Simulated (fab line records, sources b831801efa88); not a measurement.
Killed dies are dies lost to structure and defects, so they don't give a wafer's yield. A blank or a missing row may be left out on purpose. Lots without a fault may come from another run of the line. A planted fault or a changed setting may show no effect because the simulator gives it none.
A struck lot beside a sound one | flow sky130 | 16 steps out of a route of 708
Sound: wafers L562.1, L562.4, L562.5. Struck: wafers L568.3, L568.4, L568.5. The cause comes at the end.
At each step with rows: each side's tool, then ch and its chambers, then its first start. Under that, the readings that differ: sound wafers | struck wafers | difference of the means | sigmas: that difference in standard deviations of wafers without a fault.
alike: readings whose means differ by less than 2 such deviations, and words and numbers that are the same on both sides. not compared: withheld readings, readings that some wafer has no value for, bounds like >300 that may hide the same value, and numbers for which the record gives no deviation and whose values overlap.
The two part at a step that has a row with sigmas, a row that says differs or no value, or rows on one side only. Numbers that don't overlap but have no deviation are shown without sigmas and don't part them. A reading that every wafer of one side lacks parts them only if that side has two wafers or more.

SKY_VIA3_CMP_02: polishes SiO2.
  sound on cmp-01 ch 0,2,3, day 40 16:28; struck on cmp-02 ch 1,2,3, day 42 10:19
  alike: motor_current_A
SKY_VIA3_BOW_MEAS_03:
  sound on film_metro-03, day 40 16:46; struck on film_metro-04, day 42 10:34
  alike: VIA3_BOW
then, 8 steps without rows for these wafers: SKY_VIA3_DEHYDRATE_04 (time 60 s); SKY_VIA3_HMDS_05 (prime time 60 s); SKY_VIA3_COAT_06 (resist thk 60 nm); SKY_VIA3_COAT_07 (resist thk 450 nm); SKY_VIA3_SOFTBAKE_08 (time 90 s); SKY_VIA3_EXPOSE_09 (exposes mask VIM3, target cd 200 nm); SKY_VIA3_PEB_10; SKY_VIA3_DEVELOP_11 (develop time 60 s).
SKY_VIA3_CD_MEAS_12: target cd 200 nm.
  sound on cd_sem-02, day 41 16:52; struck on cd_sem-02, day 43 09:04
  alike: cd_nm
SKY_VIA3_OVL_MEAS_13:
  sound on overlay-01, day 41 16:59; struck on overlay-02, day 43 09:10
  alike: VIA3_OVL
SKY_VIA3_ETCH_14: etches BARC in N2/H2, stops on SiO2, time 45.9 s, target depth 60 nm.
  sound on rie_diel-01 ch 1,2, day 41 17:02; struck on rie_diel-01 ch 1,2,3, day 43 09:11
  reading                                     | sound             | struck            | difference | sigmas
  oes_product_au (a.u.)                       | 0.852 0.855 0.854 | 0.992 0.992 1.010 | +0.144     | +31
  run_length_s (s)                            | 74.5 75.3 74.0    | 57.2 58.0 57.3    | -17.1      | -40
  model.KrF-thick_of_VIA3_COAT_07.thk_nm (nm) | 392.6 393.1 392.3 | 408.1 407.7 405.8 | +14.5      |
  model.etch.depth_nm (nm)                    | 60.32 60.21 60.24 | 49.41 49.12 50.68 | -10.52     |
  model.VIA3.cd_nm (nm)                       | 198.8 199.8 198.1 | 195 196.8 195.2   | -3         |
  alike: chamber_pressure_mTorr, drypump_motor_current_A, throttle_valve_pct
  not compared: rf_hours_counter_h
SKY_VIA3_ETCH_15: etches SiO2 in C4F8/O2/Ar, stops on TiN, target depth 507 nm, time 78 s.
  sound on rie_diel-01 ch 1,2, day 41 17:04; struck on rie_diel-01 ch 1,2,3, day 43 09:13
  reading                                     | sound             | struck            | difference | sigmas
  oes_product_au (a.u.)                       | 0.942 0.947 0.949 | 0.459 0.463 0.579 | -0.446     | -97
  model.KrF-thick_of_VIA3_COAT_07.thk_nm (nm) | 291.8 293.3 290.5 | 307 307.9 302.7   | +14        |
  alike: chamber_pressure_mTorr, run_length_s
  not compared: rf_hours_counter_h
SKY_VIA3_STRIP_16: strips in O2/N2.
  sound on plasma_asher-02 ch 0,1, day 41 17:08; struck on plasma_asher-01 ch 0,1, day 43 09:19
  reading                      | sound             | struck            | difference | sigmas
  strip_time_to_endpoint_s (s) | 4.133 4.154 4.115 | 4.296 4.311 4.256 | +0.154     | +6
  alike: chamber_pressure_mTorr, drypump_motor_current_A, oes_product_au
  not compared: rf_hours_counter_h
then, 1 step without rows for these wafers: SKY_VIA3_STRIP_17 (strips in post etch residue remover, time 1200 s).

WHERE THEY PART
First at SKY_VIA3_ETCH_14; last, within this record, at SKY_VIA3_STRIP_16.

WHY: what the simulator had put in
Process parameter drift: rie_diel-01, from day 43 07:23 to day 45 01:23, at SKY_VIA3_ETCH_14. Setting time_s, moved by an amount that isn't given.
